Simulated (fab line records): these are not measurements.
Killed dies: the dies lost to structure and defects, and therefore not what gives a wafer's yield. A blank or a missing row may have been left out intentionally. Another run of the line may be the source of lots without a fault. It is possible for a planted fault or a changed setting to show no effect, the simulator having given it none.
One fault seen from 2 desks | flow sky130 | what lay behind the numbers comes last; until then each desk has only its own

== METROLOGY DESK ==
What the gauges read, lot by lot, whatever tool the lot ran on: means of the sampled wafers that have a number. Any lot whose mean is over 4 standard deviations away from the usual mean is out of limits and marked OUT; that distance is given in the brackets.
Columns: A = PWDE_TW at SKY_PWDE_TW_MEAS_10, usual 371.6; B = NWELL_00_OVL at SKY_NWELL_OVL_MEAS_10, usual 0.0 nm
lot  | first seen here | A     | B
L702 | day 4 07:20     | 370.0 | 0.8
L706 | day 5 04:47     | 370.9 | -0.1
L717 | day 8 01:10     | 372.3 | -1.9
L719 | day 8 08:17     | 369.0 | 0.3
L721 | day 8 19:24     | 371.6 | -2.1
L723 | day 9 09:20     | 374.5 | 0.3
Finding of this desk: none of the 6 lots has anything out of limits.

== TOOL OWNER'S DESK, implanter-02 ==
The tool's own readings at SKY_NWELL_IMPLANT_13: means of the sampled wafers that have a number, for each lot that ran on this tool. Any lot whose mean is over 4 standard deviations away from the usual mean is out of limits and marked OUT; that distance is given in the brackets.
Columns: A = beam-energy-keV at SKY_NWELL_IMPLANT_13, usual 50.000
lot  | first seen here | A
L706 | day 5 23:21     | 49.996
L717 | day 8 21:32     | 49.190 (-51) OUT
L719 | day 9 03:10     | 49.182 (-51) OUT
Finding of this desk: L717, L719 out of limits; the first was L717 at day 8 21:32, on beam-energy-keV at SKY_NWELL_IMPLANT_13. Within limits: L706.

== TAKEN TOGETHER ==
The tool owner's desk could have raised an alarm at day 8 21:32, on L717, L719.
Metrology desk: nothing out of limits seen.
The metrology desk holds a record of L717, L719, inside its limits.
Every lot named ran SKY_NWELL_IMPLANT_13 on implanter-02.

== WHAT THE SIMULATOR HAD PUT IN ==
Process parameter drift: implanter-02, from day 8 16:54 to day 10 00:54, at SKY_NWELL_IMPLANT_13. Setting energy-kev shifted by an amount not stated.
Shown lots that were struck: L717, L719.
Hours from the fault's start to each desk's first reading out of limits: the tool owner's desk, 5.
